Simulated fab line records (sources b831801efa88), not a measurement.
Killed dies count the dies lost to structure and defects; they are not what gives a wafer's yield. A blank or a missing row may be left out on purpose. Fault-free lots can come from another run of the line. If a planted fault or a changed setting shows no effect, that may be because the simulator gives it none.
Which tool did it? ; flow gf180mcu ; 13 lots, 39 wafers sampled, at 5 steps of a route of 602

== WHAT THE GAUGES SHOWED, per wafer ==
GF_V4_BOW_MEAS_05.
lot;measured;on;V4_BOW (um)
L114;day 23 13:31;film metro-04;141 134 131
L115;day 24 00:41;film metro-03;136 131 136
L116;day 24 12:37;film metro-04;155 125 141
L117;day 24 23:04;film metro-03;135 137 131
L118;day 25 04:02;film metro-03;137 146 142
L119;day 25 16:51;film metro-03;144 133 136
L120;day 26 12:45;film metro-04;126 117 127
L127;day 28 00:19;film metro-01;147 147 139
L132;day 29 13:10;film metro-04;140 125 140
L133;day 29 18:23;film metro-01;129 125 120
L134;day 30 00:29;film metro-03;133 117 132
L135;day 30 09:20;film metro-01;155 145 147
L137;day 30 17:17;film metro-01;145 136 131

GF_MIM_THK_MEAS_06.
lot;measured;on;MIM_CVD_05_THK (nm)
L114;day 24 14:52;film metro-03;41.0 41.1 42.2
L115;day 25 00:19;film metro-03;41.5 41.6 41.8
L116;day 25 12:07;film metro-04;41.3 42.0 42.5
L117;day 25 22:17;film metro-04;41.2 41.5 42.1
L118;day 26 02:49;film metro-04;41.9 41.7 42.4
L119;day 26 15:26;film metro-03;42.3 42.0 43.0
L120;day 27 10:50;film metro-04;41.9 41.7 42.4
L127;day 28 21:23;film metro-04;41.8 28.4 41.5
L132;day 30 09:50;film metro-04;41.1 40.9 41.9
L133;day 30 15:13;film metro-02;42.4 42.6 42.7
L134;day 30 21:17;film metro-04;41.4 42.3 41.8
L135;day 31 05:35;film metro-02;41.8 41.3 41.6
L137;day 31 13:30;film metro-02;41.5 42.3 42.2

== EACH LOT AND THE TOOL THAT RAN IT (in order: tool; ch and the chambers of the sampled wafers; start) ==
lot;GF_V3_ETCH_16;GF_V4_CVD_23;GF_MIM_CVD_05
L114;rie diel-04 ch 0,3, day 22 11:43;cvd w-01 ch 0,1, day 24 14:02;pecvd-04 ch 0,1, day 24 14:49
L115;rie diel-04 ch 0,1,3, day 22 23:08;cvd w-01 ch 0,1, day 24 23:28;pecvd-02 ch 0,1,2, day 25 00:17
L116;rie diel-03 ch 1,2, day 23 11:26;cvd w-02 ch 0,1, day 25 11:17;pecvd-02 ch 0,1,2, day 25 12:04
L117;rie diel-04 ch 0,2,3, day 23 21:50;cvd w-01 ch 0, day 25 21:26;pecvd-02 ch 0,2, day 25 22:15
L118;rie diel-02 ch 1,2,3, day 24 03:02;cvd w-02 ch 0,1, day 26 01:57;pecvd-04 ch 0,1,2, day 26 02:46
L119;rie diel-02 ch 0,2,3, day 24 16:08;cvd w-01 ch 0,1, day 26 14:34;pecvd-04 ch 0,1, day 26 15:24
L120;rie diel-03 ch 0,1,2, day 25 12:34;cvd w-02 ch 0,1, day 27 10:00;pecvd-04 ch 0,1,2, day 27 10:49
L127;rie diel-03 ch 1,2,3, day 27 01:40;cvd w-01 ch 0,1, day 28 20:32;pecvd-04 ch 0,1,2, day 28 21:21
L132;rie diel-04 ch 2,3, day 28 15:32;cvd w-02 ch 0,1, day 30 08:58;pecvd-02 ch 0,2, day 30 09:47
L133;rie diel-04 ch 0,2,3, day 28 18:46;cvd w-01 ch 0,1, day 30 14:22;pecvd-02 ch 0,1,2, day 30 15:11
L134;rie diel-04 ch 0,3, day 29 02:22;cvd w-01 ch 0,1, day 30 20:25;pecvd-02 ch 0,1,2, day 30 21:14
L135;rie diel-04 ch 0,1,3, day 29 11:25;cvd w-01 ch 0,1, day 31 04:44;pecvd-02 ch 0,1,2, day 31 05:34
L137;rie diel-02 ch 1,2,3, day 29 19:32;cvd w-01 ch 0,1, day 31 12:39;pecvd-01 ch 0,1,2, day 31 13:28
- GF_V3_ETCH_16: etches BARC in N2/H2.
- GF_V4_CVD_23: deposits W, target thk 350 nm, time 104.9 s.
- GF_MIM_CVD_05: deposits Si3N4, target thk 42 nm, time 29.086 s.

== WHAT THE TOOLS THEMSELVES READ (means of the sampled wafers that have a number; where no wafer has one, the mark that the record gives instead) ==
GF_V3_ETCH_16.
lot;tool;drypump motor current A (A);n2 flow sccm (sccm);oes product au (a.u.);throttle valve pct (%)
L114;rie diel-04;6.2;99.7;0.856;13.227
L115;rie diel-04;5.7;100.1;0.862;13.223
L116;rie diel-03;5.7;99.9;0.857;13.227
L117;rie diel-04;6.2;100.2;0.853;13.225
L118;rie diel-02;5.4;100.0;0.855;13.230
L119;rie diel-02;5.4;100.1;0.857;13.224
L120;rie diel-03;5.6;99.9;0.850;13.223
L127;rie diel-03;5.9;100.4;0.856;13.222
L132;rie diel-04;6.1;99.7;0.855;13.219
L133;rie diel-04;6.2;100.2;0.852;13.224
L134;rie diel-04;6.2;100.3;0.858;13.229
L135;rie diel-04;5.7;99.8;0.854;13.218
L137;rie diel-02;5.4;100.1;0.844;13.218

GF_V4_CVD_23.
lot;tool;heater power w (W)
L114;cvd w-01;740
L115;cvd w-01;742
L116;cvd w-02;990
L117;cvd w-01;685
L118;cvd w-02;1004
L119;cvd w-01;745
L120;cvd w-02;921
L127;cvd w-01;710
L132;cvd w-02;1001
L133;cvd w-01;739
L134;cvd w-01;702
L135;cvd w-01;753
L137;cvd w-01;707

GF_MIM_CVD_05.
lot;tool;heater power w (W)
L114;pecvd-04;622
L115;pecvd-02;607
L116;pecvd-02;696
L117;pecvd-02;668
L118;pecvd-04;664
L119;pecvd-04;610
L120;pecvd-04;683
L127;pecvd-04;641
L132;pecvd-02;616
L133;pecvd-02;630
L134;pecvd-02;613
L135;pecvd-02;614
L137;pecvd-01;682

== THE ANSWER, worked out from the rows above alone ==
Rule: the lots themselves supply what counts as usual. Put in order of their means at a reading, lots are off if they are a third of the lots or fewer, leave a main group of 4 or more, and stand apart from it by a gap of 3 or more times the standard deviation of the main group's means; of several such gaps the widest counts. If all means in a main group match to the digits the tables above print for the reading, that group is not used. Also off: a lot with no number at a reading for which 4 or more lots have one. Where the step has rows for the other lots, those lots are counted as sound. After the gauges, taken in route order, come the tools' own readings; for these a lot's mean is taken, as printed above. At the first step where some lot is off, the reading lying furthest off is the one used; lots without a number count as furthest.
Off: L127, seen at GF_MIM_THK_MEAS_06 (MIM_CVD_05_THK). The main group: mean 41.9 nm, standard deviation 0.36.
If a tool, at a process step before that reading, ran all the lots that are off and no sound lot after the first of them, it fits. The gauges at GF_MIM_THK_MEAS_06 are tried like those tools. This does not decide it: 2 tools fit, namely rie diel-03 at GF_V3_ETCH_16 and pecvd-04 at GF_MIM_CVD_05.

== WHAT WAS PUT IN BY THE SIMULATOR ==
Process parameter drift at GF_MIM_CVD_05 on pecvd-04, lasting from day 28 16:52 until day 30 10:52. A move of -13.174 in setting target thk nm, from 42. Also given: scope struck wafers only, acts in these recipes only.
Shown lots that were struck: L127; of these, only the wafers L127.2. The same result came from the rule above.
